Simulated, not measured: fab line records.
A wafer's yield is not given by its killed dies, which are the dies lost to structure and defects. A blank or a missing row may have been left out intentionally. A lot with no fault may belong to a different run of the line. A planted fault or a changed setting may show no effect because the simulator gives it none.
fab line records || flow sky130
record: {"lots": 15, "wafers": 45, "last_day": 50}
route steps=708 shown VT_ADJUST_PCH@150 SONOS_TUNNEL@160 SD_N@349 CONTACT@431
lots untouched by any fault: they come from a run of this same line in which no faults occurred
start_h: hours from the record's first day to the start of the lot's first wafer shown || wait_h: how many hours have passed since the lot's step before this one || " the same as in the row above || L1.1+2: a single row standing in for several wafers || - no value, or no start given || * or withheld: withheld || < > ~ a bound
route shown NAME@n: NAME is a module with steps in the file, n the number in the route of the first one || usual: average and standard deviation across the fault-free wafers || same: alike in all rows || chamber/n: place in a boat || sites: readings site by site || _std_site: the values' standard deviation || _edge_site: outer sites' mean less inner sites' || radius_mm: for every site, how far away it sits from the centre of the wafer || mask NAME#n: copy n || behind: the last tool/chamber to shape the wafer || hold: what put the lot on hold/how long, in hours/how the hold closed || device: which transistor (n, p or np) failed to switch || end of line: the route-end tests of the same wafers || a step given without rows: its recipe and nothing more || killed: dies that structure and defects cost at the first sort, which is not the same as the wafer's yield || map: a wafer's dies, x killed, . not, _ none there
set.NAME: the setting the step ran with; set.NAME@STEP: the setting that earlier step ran with || model.NAME: the simulator's own value behind a step, which no gauge read
one table for each step of the route and one row for each wafer, over a sample of lots
== steps ==
step: SKY_VT_ADJUST_PCH_OVL_MEAS_07
usual: {"VT_ADJUST_PCH_OVL": "-0.4/1.3"}
{"lot.wafer": "L131.1", "tool": "overlay-02", "chamber": "-", "start_h": 221.37, "wait_h": "-", "VT_ADJUST_PCH_OVL[nm]": -1.8}
{"lot.wafer": "L131.3", "tool": "overlay-02", "chamber": "-", "start_h": 221.37, "wait_h": "-", "VT_ADJUST_PCH_OVL[nm]": 0.2}
{"lot.wafer": "L131.4", "tool": "overlay-02", "chamber": "-", "start_h": 221.37, "wait_h": "-", "VT_ADJUST_PCH_OVL[nm]": -0.9}
{"lot.wafer": "L132.1", "tool": "overlay-02", "chamber": "-", "start_h": 232.75, "wait_h": "-", "VT_ADJUST_PCH_OVL[nm]": -0.4}
{"lot.wafer": "L132.2", "tool": "overlay-02", "chamber": "-", "start_h": 232.75, "wait_h": "-", "VT_ADJUST_PCH_OVL[nm]": -1.2}
{"lot.wafer": "L132.5", "tool": "overlay-02", "chamber": "-", "start_h": 232.75, "wait_h": "-", "VT_ADJUST_PCH_OVL[nm]": 1.2}
{"lot.wafer": "L137.3", "tool": "overlay-01", "chamber": "-", "start_h": 267.26, "wait_h": "-", "VT_ADJUST_PCH_OVL[nm]": -1.0}
{"lot.wafer": "L137.4", "tool": "overlay-01", "chamber": "-", "start_h": 267.26, "wait_h": "-", "VT_ADJUST_PCH_OVL[nm]": -4.3}
{"lot.wafer": "L137.5", "tool": "overlay-01", "chamber": "-", "start_h": 267.26, "wait_h": "-", "VT_ADJUST_PCH_OVL[nm]": -0.9}
{"lot.wafer": "L138.1", "tool": "overlay-01", "chamber": "-", "start_h": 276.52, "wait_h": "-", "VT_ADJUST_PCH_OVL[nm]": 1.0}
{"lot.wafer": "L138.2", "tool": "overlay-01", "chamber": "-", "start_h": 276.52, "wait_h": "-", "VT_ADJUST_PCH_OVL[nm]": -1.4}
{"lot.wafer": "L138.5", "tool": "overlay-01", "chamber": "-", "start_h": 276.52, "wait_h": "-", "VT_ADJUST_PCH_OVL[nm]": 0.3}
{"lot.wafer": "L139.1", "tool": "overlay-02", "chamber": "-", "start_h": 284.95, "wait_h": "-", "VT_ADJUST_PCH_OVL[nm]": 0.2}
{"lot.wafer": "L139.2", "tool": "overlay-02", "chamber": "-", "start_h": 284.95, "wait_h": "-", "VT_ADJUST_PCH_OVL[nm]": 0.1}
{"lot.wafer": "L139.6", "tool": "overlay-02", "chamber": "-", "start_h": 284.95, "wait_h": "-", "VT_ADJUST_PCH_OVL[nm]": -0.5}
{"lot.wafer": "L143.3", "tool": "overlay-02", "chamber": "-", "start_h": 311.71, "wait_h": "-", "VT_ADJUST_PCH_OVL[nm]": -1.0}
{"lot.wafer": "L143.4", "tool": "overlay-02", "chamber": "-", "start_h": 311.71, "wait_h": "-", "VT_ADJUST_PCH_OVL[nm]": 0.1}
{"lot.wafer": "L143.5", "tool": "overlay-02", "chamber": "-", "start_h": 311.71, "wait_h": "-", "VT_ADJUST_PCH_OVL[nm]": -0.6}
{"lot.wafer": "L144.1", "tool": "overlay-01", "chamber": "-", "start_h": 320.12, "wait_h": "-", "VT_ADJUST_PCH_OVL[nm]": 1.8}
{"lot.wafer": "L144.2", "tool": "overlay-01", "chamber": "-", "start_h": 320.12, "wait_h": "-", "VT_ADJUST_PCH_OVL[nm]": 0.6}
{"lot.wafer": "L144.3", "tool": "overlay-01", "chamber": "-", "start_h": 320.12, "wait_h": "-", "VT_ADJUST_PCH_OVL[nm]": 2.9}
{"lot.wafer": "L147.1", "tool": "overlay-01", "chamber": "-", "start_h": 348.92, "wait_h": "-", "VT_ADJUST_PCH_OVL[nm]": 0.2}
{"lot.wafer": "L147.3", "tool": "overlay-01", "chamber": "-", "start_h": 348.92, "wait_h": "-", "VT_ADJUST_PCH_OVL[nm]": -1.1}
{"lot.wafer": "L147.6", "tool": "overlay-01", "chamber": "-", "start_h": 348.92, "wait_h": "-", "VT_ADJUST_PCH_OVL[nm]": -1.2}
{"lot.wafer": "L148.1", "tool": "overlay-02", "chamber": "-", "start_h": 364.30, "wait_h": "-", "VT_ADJUST_PCH_OVL[nm]": -1.5}
{"lot.wafer": "L148.2", "tool": "overlay-02", "chamber": "-", "start_h": 364.30, "wait_h": "-", "VT_ADJUST_PCH_OVL[nm]": 0.8}
{"lot.wafer": "L148.4", "tool": "overlay-02", "chamber": "-", "start_h": 364.30, "wait_h": "-", "VT_ADJUST_PCH_OVL[nm]": -1.3}
{"lot.wafer": "L149.2", "tool": "overlay-02", "chamber": "-", "start_h": 364.60, "wait_h": "-", "VT_ADJUST_PCH_OVL[nm]": 1.6}
{"lot.wafer": "L149.3", "tool": "overlay-02", "chamber": "-", "start_h": 364.60, "wait_h": "-", "VT_ADJUST_PCH_OVL[nm]": 0.3}
{"lot.wafer": "L149.4", "tool": "overlay-02", "chamber": "-", "start_h": 364.60, "wait_h": "-", "VT_ADJUST_PCH_OVL[nm]": -1.9}
{"lot.wafer": "L150.2", "tool": "overlay-02", "chamber": "-", "start_h": 366.08, "wait_h": "-", "VT_ADJUST_PCH_OVL[nm]": 0.4}
{"lot.wafer": "L150.4", "tool": "overlay-02", "chamber": "-", "start_h": 366.08, "wait_h": "-", "VT_ADJUST_PCH_OVL[nm]": 0.8}
{"lot.wafer": "L150.5", "tool": "overlay-02", "chamber": "-", "start_h": 366.08, "wait_h": "-", "VT_ADJUST_PCH_OVL[nm]": 1.6}
{"lot.wafer": "L151.4", "tool": "overlay-02", "chamber": "-", "start_h": 375.66, "wait_h": "-", "VT_ADJUST_PCH_OVL[nm]": -0.3}
{"lot.wafer": "L151.5", "tool": "overlay-02", "chamber": "-", "start_h": 375.66, "wait_h": "-", "VT_ADJUST_PCH_OVL[nm]": -1.8}
{"lot.wafer": "L151.6", "tool": "overlay-02", "chamber": "-", "start_h": 375.66, "wait_h": "-", "VT_ADJUST_PCH_OVL[nm]": -1.8}
{"lot.wafer": "L152.1", "tool": "overlay-02", "chamber": "-", "start_h": 384.00, "wait_h": "-", "VT_ADJUST_PCH_OVL[nm]": -1.5}
{"lot.wafer": "L152.5", "tool": "overlay-02", "chamber": "-", "start_h": 384.00, "wait_h": "-", "VT_ADJUST_PCH_OVL[nm]": -0.8}
{"lot.wafer": "L152.6", "tool": "overlay-02", "chamber": "-", "start_h": 384.00, "wait_h": "-", "VT_ADJUST_PCH_OVL[nm]": -0.9}
{"lot.wafer": "L153.1", "tool": "overlay-02", "chamber": "-", "start_h": 394.40, "wait_h": "-", "VT_ADJUST_PCH_OVL[nm]": 0.5}
{"lot.wafer": "L153.2", "tool": "overlay-02", "chamber": "-", "start_h": 394.40, "wait_h": "-", "VT_ADJUST_PCH_OVL[nm]": 0.7}
{"lot.wafer": "L153.4", "tool": "overlay-02", "chamber": "-", "start_h": 394.40, "wait_h": "-", "VT_ADJUST_PCH_OVL[nm]": -0.4}
{"lot.wafer": "L154.3", "tool": "overlay-01", "chamber": "-", "start_h": 400.91, "wait_h": "-", "VT_ADJUST_PCH_OVL[nm]": 2.7}
{"lot.wafer": "L154.4", "tool": "overlay-01", "chamber": "-", "start_h": 400.91, "wait_h": "-", "VT_ADJUST_PCH_OVL[nm]": 0.7}
{"lot.wafer": "L154.5", "tool": "overlay-01", "chamber": "-", "start_h": 400.91, "wait_h": "-", "VT_ADJUST_PCH_OVL[nm]": 2.3}
step: SKY_SONOS_TUNNEL_DEVELOP_06
recipe: {"resist": "NOVOLAK", "developer": "TMAH", "develop_time_s": 60, "dev_temp_c": 23}
usual: {"chill_plate_temp_C": "23.00/0.11", "develop_time_s": "60/0"}
{"lot.wafer": "L131.1", "tool": "litho_track-01", "chamber": 0, "start_h": 244.08, "wait_h": 0.1, "chill_plate_temp_C": 22.84, "develop_time_s": 60}
{"lot.wafer": "L131.3", "tool": "litho_track-01", "chamber": 0, "start_h": 244.08, "wait_h": 0.1, "chill_plate_temp_C": 22.91, "develop_time_s": 60}
{"lot.wafer": "L131.4", "tool": "litho_track-01", "chamber": 0, "start_h": 244.08, "wait_h": 0.1, "chill_plate_temp_C": 22.78, "develop_time_s": 60}
{"lot.wafer": "L132.1", "tool": "litho_track-01", "chamber": 0, "start_h": 254.93, "wait_h": 0.1, "chill_plate_temp_C": 22.97, "develop_time_s": 60}
{"lot.wafer": "L132.2", "tool": "litho_track-01", "chamber": 0, "start_h": 254.93, "wait_h": 0.1, "chill_plate_temp_C": 22.90, "develop_time_s": 60}
{"lot.wafer": "L132.5", "tool": "litho_track-01", "chamber": 0, "start_h": 254.93, "wait_h": 0.1, "chill_plate_temp_C": 23.10, "develop_time_s": 60}
{"lot.wafer": "L137.3", "tool": "litho_track-02", "chamber": "-", "start_h": 290.05, "wait_h": 0.1, "chill_plate_temp_C": "-", "develop_time_s": "-"}
{"lot.wafer": "L137.4", "tool": "litho_track-02", "chamber": "-", "start_h": 290.05, "wait_h": 0.1, "chill_plate_temp_C": "-", "develop_time_s": "-"}
{"lot.wafer": "L137.5", "tool": "litho_track-02", "chamber": "-", "start_h": 290.05, "wait_h": 0.1, "chill_plate_temp_C": "-", "develop_time_s": "-"}
{"lot.wafer": "L138.1", "tool": "litho_track-03", "chamber": "-", "start_h": 299.62, "wait_h": 0.1, "chill_plate_temp_C": "-", "develop_time_s": "-"}
{"lot.wafer": "L138.2", "tool": "litho_track-03", "chamber": "-", "start_h": 299.62, "wait_h": 0.1, "chill_plate_temp_C": "-", "develop_time_s": "-"}
{"lot.wafer": "L138.5", "tool": "litho_track-03", "chamber": "-", "start_h": 299.62, "wait_h": 0.1, "chill_plate_temp_C": "-", "develop_time_s": "-"}
{"lot.wafer": "L139.1", "tool": "litho_track-03", "chamber": "-", "start_h": 309.27, "wait_h": 0.1, "chill_plate_temp_C": "-", "develop_time_s": "-"}
{"lot.wafer": "L139.2", "tool": "litho_track-03", "chamber": "-", "start_h": 309.27, "wait_h": 0.1, "chill_plate_temp_C": "-", "develop_time_s": "-"}
{"lot.wafer": "L139.6", "tool": "litho_track-03", "chamber": "-", "start_h": 309.27, "wait_h": 0.1, "chill_plate_temp_C": "-", "develop_time_s": "-"}
{"lot.wafer": "L143.3", "tool": "litho_track-02", "chamber": 0, "start_h": 336.90, "wait_h": 0.1, "chill_plate_temp_C": 22.94, "develop_time_s": 60}
{"lot.wafer": "L143.4", "tool": "litho_track-02", "chamber": 0, "start_h": 336.90, "wait_h": 0.1, "chill_plate_temp_C": 22.95, "develop_time_s": 60}
{"lot.wafer": "L143.5", "tool": "litho_track-02", "chamber": 0, "start_h": 336.90, "wait_h": 0.1, "chill_plate_temp_C": 23.10, "develop_time_s": 60}
{"lot.wafer": "L144.1", "tool": "litho_track-02", "chamber": 0, "start_h": 346.30, "wait_h": 0.1, "chill_plate_temp_C": 23.06, "develop_time_s": 60}
{"lot.wafer": "L144.2", "tool": "litho_track-02", "chamber": 0, "start_h": 346.30, "wait_h": 0.1, "chill_plate_temp_C": 22.90, "develop_time_s": 60}
{"lot.wafer": "L144.3", "tool": "litho_track-02", "chamber": 0, "start_h": 346.30, "wait_h": 0.1, "chill_plate_temp_C": 22.91, "develop_time_s": 60}
{"lot.wafer": "L147.1", "tool": "litho_track-03", "chamber": 0, "start_h": 377.87, "wait_h": 0.1, "chill_plate_temp_C": 23.05, "develop_time_s": 60}
{"lot.wafer": "L147.3", "tool": "litho_track-03", "chamber": 0, "start_h": 377.87, "wait_h": 0.1, "chill_plate_temp_C": 23.04, "develop_time_s": 60}
{"lot.wafer": "L147.6", "tool": "litho_track-03", "chamber": 0, "start_h": 377.87, "wait_h": 0.1, "chill_plate_temp_C": 23.06, "develop_time_s": 60}
{"lot.wafer": "L148.1", "tool": "litho_track-02", "chamber": 0, "start_h": 393.90, "wait_h": 0.1, "chill_plate_temp_C": 22.92, "develop_time_s": 60}
{"lot.wafer": "L148.2", "tool": "litho_track-02", "chamber": 0, "start_h": 393.90, "wait_h": 0.1, "chill_plate_temp_C": 22.95, "develop_time_s": 60}
{"lot.wafer": "L148.4", "tool": "litho_track-02", "chamber": 0, "start_h": 393.90, "wait_h": 0.1, "chill_plate_temp_C": 22.92, "develop_time_s": 60}
{"lot.wafer": "L149.2", "tool": "litho_track-03", "chamber": 0, "start_h": 394.55, "wait_h": 0.1, "chill_plate_temp_C": 23.16, "develop_time_s": 60}
{"lot.wafer": "L149.3", "tool": "litho_track-03", "chamber": 0, "start_h": 394.55, "wait_h": 0.1, "chill_plate_temp_C": 23.14, "develop_time_s": 60}
{"lot.wafer": "L149.4", "tool": "litho_track-03", "chamber": 0, "start_h": 394.55, "wait_h": 0.1, "chill_plate_temp_C": 23.20, "develop_time_s": 60}
{"lot.wafer": "L150.2", "tool": "litho_track-01", "chamber": 0, "start_h": 394.80, "wait_h": 0.1, "chill_plate_temp_C": 23.02, "develop_time_s": 60}
{"lot.wafer": "L150.4", "tool": "litho_track-01", "chamber": 0, "start_h": 394.80, "wait_h": 0.1, "chill_plate_temp_C": 23.25, "develop_time_s": 60}
{"lot.wafer": "L150.5", "tool": "litho_track-01", "chamber": 0, "start_h": 394.80, "wait_h": 0.1, "chill_plate_temp_C": 23.05, "develop_time_s": 60}
{"lot.wafer": "L151.4", "tool": "litho_track-03", "chamber": 0, "start_h": 405.90, "wait_h": 0.1, "chill_plate_temp_C": 23.01, "develop_time_s": 60}
{"lot.wafer": "L151.5", "tool": "litho_track-03", "chamber": 0, "start_h": 405.90, "wait_h": 0.1, "chill_plate_temp_C": 23.05, "develop_time_s": 60}
{"lot.wafer": "L151.6", "tool": "litho_track-03", "chamber": 0, "start_h": 405.90, "wait_h": 0.1, "chill_plate_temp_C": 23.04, "develop_time_s": 60}
{"lot.wafer": "L152.1", "tool": "litho_track-03", "chamber": 0, "start_h": 414.12, "wait_h": 0.1, "chill_plate_temp_C": 22.84, "develop_time_s": 60}
{"lot.wafer": "L152.5", "tool": "litho_track-03", "chamber": 0, "start_h": 414.12, "wait_h": 0.1, "chill_plate_temp_C": 22.94, "develop_time_s": 60}
{"lot.wafer": "L152.6", "tool": "litho_track-03", "chamber": 0, "start_h": 414.12, "wait_h": 0.1, "chill_plate_temp_C": 22.97, "develop_time_s": 60}
{"lot.wafer": "L153.1", "tool": "litho_track-02", "chamber": 0, "start_h": 423.50, "wait_h": 0.1, "chill_plate_temp_C": 23.10, "develop_time_s": 60}
{"lot.wafer": "L153.2", "tool": "litho_track-02", "chamber": 0, "start_h": 423.50, "wait_h": 0.1, "chill_plate_temp_C": 23.05, "develop_time_s": 60}
{"lot.wafer": "L153.4", "tool": "litho_track-02", "chamber": 0, "start_h": 423.50, "wait_h": 0.1, "chill_plate_temp_C": 23.11, "develop_time_s": 60}
{"lot.wafer": "L154.3", "tool": "litho_track-03", "chamber": 0, "start_h": 430.67, "wait_h": 0.1, "chill_plate_temp_C": 23.06, "develop_time_s": 60}
{"lot.wafer": "L154.4", "tool": "litho_track-03", "chamber": 0, "start_h": 430.67, "wait_h": 0.1, "chill_plate_temp_C": 23.02, "develop_time_s": 60}
{"lot.wafer": "L154.5", "tool": "litho_track-03", "chamber": 0, "start_h": 430.67, "wait_h": 0.1, "chill_plate_temp_C": 23.25, "develop_time_s": 60}
step: SKY_SD_N_CD_MEAS_07
recipe: {"target_cd_nm": 380}
usual: {"cd_nm": "379.9/2.6"}
{"lot.wafer": "L131.1", "tool": "cd_sem-02", "chamber": "-", "start_h": 651.85, "wait_h": 0.1, "cd_nm": 377.7}
{"lot.wafer": "L131.3", "tool": "cd_sem-02", "chamber": "-", "start_h": 651.85, "wait_h": 0.1, "cd_nm": 378.6}
{"lot.wafer": "L131.4", "tool": "cd_sem-02", "chamber": "-", "start_h": 651.85, "wait_h": 0.1, "cd_nm": 379.2}
{"lot.wafer": "L132.1", "tool": "cd_sem-01", "chamber": "-", "start_h": 656.10, "wait_h": 0.1, "cd_nm": 379.1}
{"lot.wafer": "L132.2", "tool": "cd_sem-01", "chamber": "-", "start_h": 656.10, "wait_h": 0.1, "cd_nm": 379.8}
{"lot.wafer": "L132.5", "tool": "cd_sem-01", "chamber": "-", "start_h": 656.10, "wait_h": 0.1, "cd_nm": 380.5}
{"lot.wafer": "L143.3", "tool": "cd_sem-01", "chamber": "-", "start_h": 736.54, "wait_h": 0.1, "cd_nm": 376.9}
{"lot.wafer": "L143.4", "tool": "cd_sem-01", "chamber": "-", "start_h": 736.54, "wait_h": 0.1, "cd_nm": 377.9}
{"lot.wafer": "L143.5", "tool": "cd_sem-01", "chamber": "-", "start_h": 736.54, "wait_h": 0.1, "cd_nm": 376.8}
{"lot.wafer": "L144.1", "tool": "cd_sem-01", "chamber": "-", "start_h": 746.88, "wait_h": 0.1, "cd_nm": 380.2}
{"lot.wafer": "L144.2", "tool": "cd_sem-01", "chamber": "-", "start_h": 746.88, "wait_h": 0.1, "cd_nm": 377.5}
{"lot.wafer": "L144.3", "tool": "cd_sem-01", "chamber": "-", "start_h": 746.88, "wait_h": 0.1, "cd_nm": 376.0}
{"lot.wafer": "L147.1", "tool": "cd_sem-02", "chamber": "-", "start_h": 777.90, "wait_h": 0.1, "cd_nm": 382.2}
{"lot.wafer": "L147.3", "tool": "cd_sem-02", "chamber": "-", "start_h": 777.90, "wait_h": 0.1, "cd_nm": 379.8}
{"lot.wafer": "L147.6", "tool": "cd_sem-02", "chamber": "-", "start_h": 777.90, "wait_h": 0.1, "cd_nm": 378.6}
{"lot.wafer": "L148.1", "tool": "cd_sem-02", "chamber": "-", "start_h": 793.15, "wait_h": 0.1, "cd_nm": 380.6}
{"lot.wafer": "L148.2", "tool": "cd_sem-02", "chamber": "-", "start_h": 793.15, "wait_h": 0.1, "cd_nm": 380.0}
{"lot.wafer": "L148.4", "tool": "cd_sem-02", "chamber": "-", "start_h": 793.15, "wait_h": 0.1, "cd_nm": 378.5}
{"lot.wafer": "L150.2", "tool": "cd_sem-02", "chamber": "-", "start_h": 794.30, "wait_h": 0.1, "cd_nm": 382.6}
{"lot.wafer": "L150.4", "tool": "cd_sem-02", "chamber": "-", "start_h": 794.30, "wait_h": 0.1, "cd_nm": 380.5}
{"lot.wafer": "L150.5", "tool": "cd_sem-02", "chamber": "-", "start_h": 794.30, "wait_h": 0.1, "cd_nm": 379.8}
{"lot.wafer": "L149.2", "tool": "cd_sem-02", "chamber": "-", "start_h": 795.32, "wait_h": 0.1, "cd_nm": 381.6}
{"lot.wafer": "L149.3", "tool": "cd_sem-02", "chamber": "-", "start_h": 795.32, "wait_h": 0.1, "cd_nm": 380.2}
{"lot.wafer": "L149.4", "tool": "cd_sem-02", "chamber": "-", "start_h": 795.32, "wait_h": 0.1, "cd_nm": 382.7}
{"lot.wafer": "L151.4", "tool": "cd_sem-02", "chamber": "-", "start_h": 800.01, "wait_h": 0.1, "cd_nm": 379.6}
{"lot.wafer": "L151.5", "tool": "cd_sem-02", "chamber": "-", "start_h": 800.01, "wait_h": 0.1, "cd_nm": 379.7}
{"lot.wafer": "L151.6", "tool": "cd_sem-02", "chamber": "-", "start_h": 800.01, "wait_h": 0.1, "cd_nm": 380.1}
{"lot.wafer": "L152.1", "tool": "cd_sem-02", "chamber": "-", "start_h": 812.75, "wait_h": 0.1, "cd_nm": 380.8}
{"lot.wafer": "L152.5", "tool": "cd_sem-02", "chamber": "-", "start_h": 812.75, "wait_h": 0.1, "cd_nm": 380.8}
{"lot.wafer": "L152.6", "tool": "cd_sem-02", "chamber": "-", "start_h": 812.75, "wait_h": 0.1, "cd_nm": 382.5}
{"lot.wafer": "L153.1", "tool": "cd_sem-02", "chamber": "-", "start_h": 816.68, "wait_h": 0.1, "cd_nm": 382.4}
{"lot.wafer": "L153.2", "tool": "cd_sem-02", "chamber": "-", "start_h": 816.68, "wait_h": 0.1, "cd_nm": 382.2}
{"lot.wafer": "L153.4", "tool": "cd_sem-02", "chamber": "-", "start_h": 816.68, "wait_h": 0.1, "cd_nm": 383.6}
{"lot.wafer": "L154.3", "tool": "cd_sem-01", "chamber": "-", "start_h": 824.64, "wait_h": 0.1, "cd_nm": 382.1}
{"lot.wafer": "L154.4", "tool": "cd_sem-01", "chamber": "-", "start_h": 824.64, "wait_h": 0.1, "cd_nm": 384.7}
{"lot.wafer": "L154.5", "tool": "cd_sem-01", "chamber": "-", "start_h": 824.64, "wait_h": 0.1, "cd_nm": 383.8}
step: SKY_CONTACT_RS_MEAS_25
recipe: {"thk_meas_gauge": "four-point-probe", "reads": "W_of_CONTACT_CVD_24+TiN_of_CONTACT_SPUTTER_23"}
usual: {"CONTACT_W_RS": "0.338/0.0047"}
{"lot.wafer": "L131.1", "tool": "film_metro-01", "chamber": "-", "start_h": 739.94, "wait_h": 0.1, "CONTACT_W_RS[ohm/sq]": 0.330}
{"lot.wafer": "L131.3", "tool": "film_metro-01", "chamber": "-", "start_h": 739.94, "wait_h": 0.1, "CONTACT_W_RS[ohm/sq]": 0.331}
{"lot.wafer": "L131.4", "tool": "film_metro-01", "chamber": "-", "start_h": 739.94, "wait_h": 0.1, "CONTACT_W_RS[ohm/sq]": 0.337}
{"lot.wafer": "L132.1", "tool": "film_metro-03", "chamber": "-", "start_h": 745.85, "wait_h": 0.1, "CONTACT_W_RS[ohm/sq]": 0.338}
{"lot.wafer": "L132.2", "tool": "film_metro-03", "chamber": "-", "start_h": 745.85, "wait_h": 0.1, "CONTACT_W_RS[ohm/sq]": 0.339}
{"lot.wafer": "L132.5", "tool": "film_metro-03", "chamber": "-", "start_h": 745.85, "wait_h": 0.1, "CONTACT_W_RS[ohm/sq]": 0.336}
{"lot.wafer": "L143.3", "tool": "film_metro-03", "chamber": "-", "start_h": 822.94, "wait_h": 0.1, "CONTACT_W_RS[ohm/sq]": 0.327}
{"lot.wafer": "L143.4", "tool": "film_metro-03", "chamber": "-", "start_h": 822.94, "wait_h": 0.1, "CONTACT_W_RS[ohm/sq]": 0.337}
{"lot.wafer": "L143.5", "tool": "film_metro-03", "chamber": "-", "start_h": 822.94, "wait_h": 0.1, "CONTACT_W_RS[ohm/sq]": 0.327}
{"lot.wafer": "L144.1", "tool": "film_metro-04", "chamber": "-", "start_h": 830.47, "wait_h": 0.1, "CONTACT_W_RS[ohm/sq]": 0.343}
{"lot.wafer": "L144.2", "tool": "film_metro-04", "chamber": "-", "start_h": 830.47, "wait_h": 0.1, "CONTACT_W_RS[ohm/sq]": 0.342}
{"lot.wafer": "L144.3", "tool": "film_metro-04", "chamber": "-", "start_h": 830.47, "wait_h": 0.1, "CONTACT_W_RS[ohm/sq]": 0.344}
{"lot.wafer": "L147.1", "tool": "film_metro-03", "chamber": "-", "start_h": 860.10, "wait_h": 0.1, "CONTACT_W_RS[ohm/sq]": 0.337}
{"lot.wafer": "L147.3", "tool": "film_metro-03", "chamber": "-", "start_h": 860.10, "wait_h": 0.1, "CONTACT_W_RS[ohm/sq]": 0.341}
{"lot.wafer": "L147.6", "tool": "film_metro-03", "chamber": "-", "start_h": 860.10, "wait_h": 0.1, "CONTACT_W_RS[ohm/sq]": 0.337}
{"lot.wafer": "L148.1", "tool": "film_metro-04", "chamber": "-", "start_h": 877.66, "wait_h": 0.1, "CONTACT_W_RS[ohm/sq]": 0.338}
{"lot.wafer": "L148.2", "tool": "film_metro-04", "chamber": "-", "start_h": 877.66, "wait_h": 0.1, "CONTACT_W_RS[ohm/sq]": 0.340}
{"lot.wafer": "L148.4", "tool": "film_metro-04", "chamber": "-", "start_h": 877.66, "wait_h": 0.1, "CONTACT_W_RS[ohm/sq]": 0.339}
{"lot.wafer": "L150.2", "tool": "film_metro-04", "chamber": "-", "start_h": 878.93, "wait_h": 0.1, "CONTACT_W_RS[ohm/sq]": 0.338}
{"lot.wafer": "L150.4", "tool": "film_metro-04", "chamber": "-", "start_h": 878.93, "wait_h": 0.1, "CONTACT_W_RS[ohm/sq]": 0.337}
{"lot.wafer": "L150.5", "tool": "film_metro-04", "chamber": "-", "start_h": 878.93, "wait_h": 0.1, "CONTACT_W_RS[ohm/sq]": 0.334}
{"lot.wafer": "L149.2", "tool": "film_metro-03", "chamber": "-", "start_h": 879.88, "wait_h": 0.1, "CONTACT_W_RS[ohm/sq]": 0.337}
{"lot.wafer": "L149.3", "tool": "film_metro-03", "chamber": "-", "start_h": 879.88, "wait_h": 0.1, "CONTACT_W_RS[ohm/sq]": 0.340}
{"lot.wafer": "L149.4", "tool": "film_metro-03", "chamber": "-", "start_h": 879.88, "wait_h": 0.1, "CONTACT_W_RS[ohm/sq]": 0.334}
{"lot.wafer": "L151.4", "tool": "film_metro-03", "chamber": "-", "start_h": 882.77, "wait_h": 0.1, "CONTACT_W_RS[ohm/sq]": 0.340}
{"lot.wafer": "L151.5", "tool": "film_metro-03", "chamber": "-", "start_h": 882.77, "wait_h": 0.1, "CONTACT_W_RS[ohm/sq]": 0.336}
{"lot.wafer": "L151.6", "tool": "film_metro-03", "chamber": "-", "start_h": 882.77, "wait_h": 0.1, "CONTACT_W_RS[ohm/sq]": 0.338}
{"lot.wafer": "L152.1", "tool": "film_metro-04", "chamber": "-", "start_h": 895.17, "wait_h": 0.1, "CONTACT_W_RS[ohm/sq]": 0.334}
{"lot.wafer": "L152.5", "tool": "film_metro-04", "chamber": "-", "start_h": 895.17, "wait_h": 0.1, "CONTACT_W_RS[ohm/sq]": 0.335}
{"lot.wafer": "L152.6", "tool": "film_metro-04", "chamber": "-", "start_h": 895.17, "wait_h": 0.1, "CONTACT_W_RS[ohm/sq]": 0.340}
{"lot.wafer": "L153.1", "tool": "film_metro-01", "chamber": "-", "start_h": 901.50, "wait_h": 0.1, "CONTACT_W_RS[ohm/sq]": 0.341}
{"lot.wafer": "L153.2", "tool": "film_metro-01", "chamber": "-", "start_h": 901.50, "wait_h": 0.1, "CONTACT_W_RS[ohm/sq]": 0.340}
{"lot.wafer": "L153.4", "tool": "film_metro-01", "chamber": "-", "start_h": 901.50, "wait_h": 0.1, "CONTACT_W_RS[ohm/sq]": 0.334}
{"lot.wafer": "L154.3", "tool": "film_metro-03", "chamber": "-", "start_h": 907.64, "wait_h": 0.1, "CONTACT_W_RS[ohm/sq]": 0.344}
{"lot.wafer": "L154.4", "tool": "film_metro-03", "chamber": "-", "start_h": 907.64, "wait_h": 0.1, "CONTACT_W_RS[ohm/sq]": 0.338}
{"lot.wafer": "L154.5", "tool": "film_metro-03", "chamber": "-", "start_h": 907.64, "wait_h": 0.1, "CONTACT_W_RS[ohm/sq]": 0.337}
== key ==
first_sign: {"step": "SKY_SONOS_TUNNEL_DEVELOP_06", "reading": "tool_record", "direction": "missing"}
effect none on later readings
met_at SKY_SONOS_TUNNEL_DEVELOP_06
struck_lots L137,L138,L139
later_rows_left_out L137.3,L137.4,L137.5,L138.1,L138.2,L138.5,L139.1,L139.2,L139.6
sort_left_out L137.3,L137.4,L137.5,L138.1,L138.2,L138.5,L139.1,L139.2,L139.6
tester_left_out L137,L138,L139
not_acting_at SKY_VT_ADJUST_PCH_OVL_MEAS_07,SKY_SD_N_CD_MEAS_07,SKY_CONTACT_RS_MEAS_25
fault: {"kind": "skipped_step_whole", "tool": "litho_track-02,litho_track-03", "chamber": "-", "onset_h": 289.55, "steps": "SKY_SONOS_TUNNEL_DEVELOP_06", "scope": "struck_lots_only"}
tester_left_out: of these lots the tester's yield and bins aren't shown, on N5 and GAA mostly nor the transistor test; their killed dies are dies lost to structure and defects alone, not to doping, threshold or leakage, so they don't give the yield
sort_left_out: the simulated sort isn't trusted on such a fault, so these wafers' sort isn't shown, and their yield isn't known
later_rows_left_out: the simulator's readings of these wafers behind a module that went badly wrong aren't trusted and aren't shown, but for the sort
